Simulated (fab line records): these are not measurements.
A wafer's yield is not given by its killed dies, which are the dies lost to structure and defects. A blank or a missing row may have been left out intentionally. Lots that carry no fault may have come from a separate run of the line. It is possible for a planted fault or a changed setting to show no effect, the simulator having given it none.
What tool caused it? || flow sky130 || at 1 step of a route of 708, 7 lots with 21 wafers sampled

## WHAT THE GAUGES SHOWED, per wafer
SKY_VIA2_OVL_MEAS_13.
{"lot": "L169", "measured": "day 37 10:22", "on": "overlay-02", "VIA2_OVL (nm)": "11 8 8"}
{"lot": "L172", "measured": "day 37 23:59", "on": "overlay-01", "VIA2_OVL (nm)": "9 8 5"}
{"lot": "L175", "measured": "day 38 18:37", "on": "overlay-01", "VIA2_OVL (nm)": "-7 5 1"}
{"lot": "L177", "measured": "day 39 23:42", "on": "overlay-02", "VIA2_OVL (nm)": "14 10 10"}
{"lot": "L186", "measured": "day 42 11:02", "on": "overlay-01", "VIA2_OVL (nm)": "-4 -2 4"}
{"lot": "L188", "measured": "day 42 18:13", "on": "overlay-01", "VIA2_OVL (nm)": "7 2 3"}
{"lot": "L190", "measured": "day 43 08:22", "on": "overlay-01", "VIA2_OVL (nm)": "-5 4 -7"}

## WHICH TOOL RAN EACH LOT (tool, then ch and the chambers of the sampled wafers, then the start)
Record: no process step prior to these readings.

## THE ANSWER, worked out from the rows above alone
Rule: usual is defined by the lots themselves. The widest of any qualifying gaps counts: lots, ordered by their means at a reading, are off when they make up no more than a third of the lots, leave a main group of 4 or more, and stand apart from it by 3 or more times the standard deviation of that group's means. The tables above print the reading to a certain number of digits; a main group whose means all agree to those digits is not used. Also off: a lot with no number at a reading for which 4 or more lots have one. Where the step has rows for the other lots, those lots are counted as sound.
Across all readings shown, no lot is off: no conclusion can be drawn from this.

## WHAT THE SIMULATOR HAD INSERTED
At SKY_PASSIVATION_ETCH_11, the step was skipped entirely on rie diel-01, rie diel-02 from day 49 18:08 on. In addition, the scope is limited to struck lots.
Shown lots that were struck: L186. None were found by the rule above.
